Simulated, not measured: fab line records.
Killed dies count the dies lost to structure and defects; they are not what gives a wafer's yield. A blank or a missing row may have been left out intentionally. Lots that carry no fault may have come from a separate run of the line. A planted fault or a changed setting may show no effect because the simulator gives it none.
Which tool was responsible? -- flow gf180mcu -- 12 lots with 36 wafers sampled at 2 steps, on a route of 602 steps

## WHAT EACH GAUGE READ, for each wafer
GF_HV_LDD_TW_MEAS_23.
lot,measured,on,HV_LDD_2_TW
L075,day 11 02:27,film metro-03,1038 1039 1040
L077,day 11 17:54,film metro-03,1045 1043 1037
L079,day 12 10:54,film metro-03,1051 1044 1045
L081,day 13 02:11,film metro-04,1050 1050 1048
L083,day 13 17:23,film metro-02,1059 1057 1056
L085,day 14 07:32,film metro-03,1038 1042 1045
L087,day 14 22:20,film metro-04,1037 1043 1035
L089,day 15 13:53,film metro-02,1064 1069 1062
L091,day 16 03:41,film metro-04,1048 1044 1049
L093,day 16 19:40,film metro-02,1065 1068 1063
L095,day 17 10:52,film metro-03,1041 1039 1037
L097,day 18 02:00,film metro-02,1059 1058 1065

## TOOL THAT RAN EACH LOT (tool first, then ch and the chambers of the sampled wafers, then the start)
lot,GF_VT_IMPLANT_STRIP_42
L075,"plasma asher-03 ch 1, day 7 21:01"
L077,"plasma asher-03 ch 0,1, day 8 10:25"
L079,"plasma asher-02 ch 0,1, day 9 00:44"
L081,"plasma asher-03 ch 0,1, day 9 13:29"
L083,"plasma asher-04 ch 0,1, day 10 04:19"
L085,"plasma asher-03 ch 0,1, day 10 17:41"
L087,"plasma asher-02 ch 0,1, day 11 04:37"
L089,"plasma asher-03 ch 0,1, day 11 19:28"
L091,"plasma asher-03 ch 0,1, day 12 08:23"
L093,"plasma asher-03 ch 0,1, day 12 23:07"
L095,"plasma asher-02 ch 0,1, day 13 12:41"
L097,"plasma asher-02 ch 0,1, day 14 00:05"
- GF_VT_IMPLANT_STRIP_42: strips in O2/N2.

## THE ANSWER, worked out from the rows above alone
Rule: the usual values come from the lots themselves. The widest of any qualifying gaps counts: lots, ordered by their means at a reading, are off when they make up no more than a third of the lots, leave a main group of 4 or more, and stand apart from it by 3 or more times the standard deviation of that group's means. Not used: any main group whose means are identical at the precision the tables above print for the reading. A lot without any number at a reading at which 4 lots or more have one is off too. Any other lot the step has rows for is counted as sound.
None of the lots is off at any reading shown; this tells nothing.

## WHAT THE SIMULATOR HAD INSERTED
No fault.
